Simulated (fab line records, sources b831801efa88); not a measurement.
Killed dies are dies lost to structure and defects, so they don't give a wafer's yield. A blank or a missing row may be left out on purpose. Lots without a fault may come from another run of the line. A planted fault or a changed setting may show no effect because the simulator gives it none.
Which tool did it? | flow sky130 | 12 lots, 36 wafers sampled, at 1 step of a route of 708

WHAT THE GAUGES READ, wafer by wafer
SKY_FIELD_ISO_THK_MEAS_23.
lot  | measured    | on            | FIELD_ISO_OXIDATION_01_THK (nm)
L075 | day 2 11:42 | film_metro-04 | 10.37 10.15 10.11
L077 | day 3 01:11 | film_metro-03 | 10.08 10.03 10.15
L079 | day 3 11:07 | film_metro-02 | 9.87 9.91 9.92
L081 | day 3 22:31 | film_metro-04 | 10.09 10.19 10.10
L083 | day 4 06:51 | film_metro-02 | 9.94 10.01 10.02
L085 | day 4 17:25 | film_metro-04 | 10.06 9.97 9.90
L087 | day 5 05:17 | film_metro-02 | 9.89 9.92 9.94
L089 | day 5 13:13 | film_metro-03 | 10.29 10.39 10.23
L091 | day 5 23:10 | film_metro-02 | 9.84 10.01 9.97
L093 | day 6 11:20 | film_metro-03 | 9.98 9.83 9.94
L095 | day 6 19:47 | film_metro-02 | 10.17 10.10 10.28
L097 | day 7 08:49 | film_metro-04 | 10.01 10.13 10.06

WHICH TOOL RAN EACH LOT (tool, then ch and the chambers of the sampled wafers, then the start)
The record holds no process step before these readings.

THE ANSWER, worked out from the rows above alone
Rule: what is usual is taken from the lots themselves. Put in order of their means at a reading, lots are off if they are a third of the lots or fewer, leave a main group of 4 or more, and stand apart from it by a gap of 3 or more times the standard deviation of the main group's means; of several such gaps the widest counts. A main group whose means are all the same, to the digits that the tables above print for the reading, isn't used. A lot without any number at a reading at which 4 lots or more have one is off too. The other lots that the step has rows for count as sound.
No lot is off at any reading shown: from this, nothing can be told.

WHAT THE SIMULATOR HAD PUT IN
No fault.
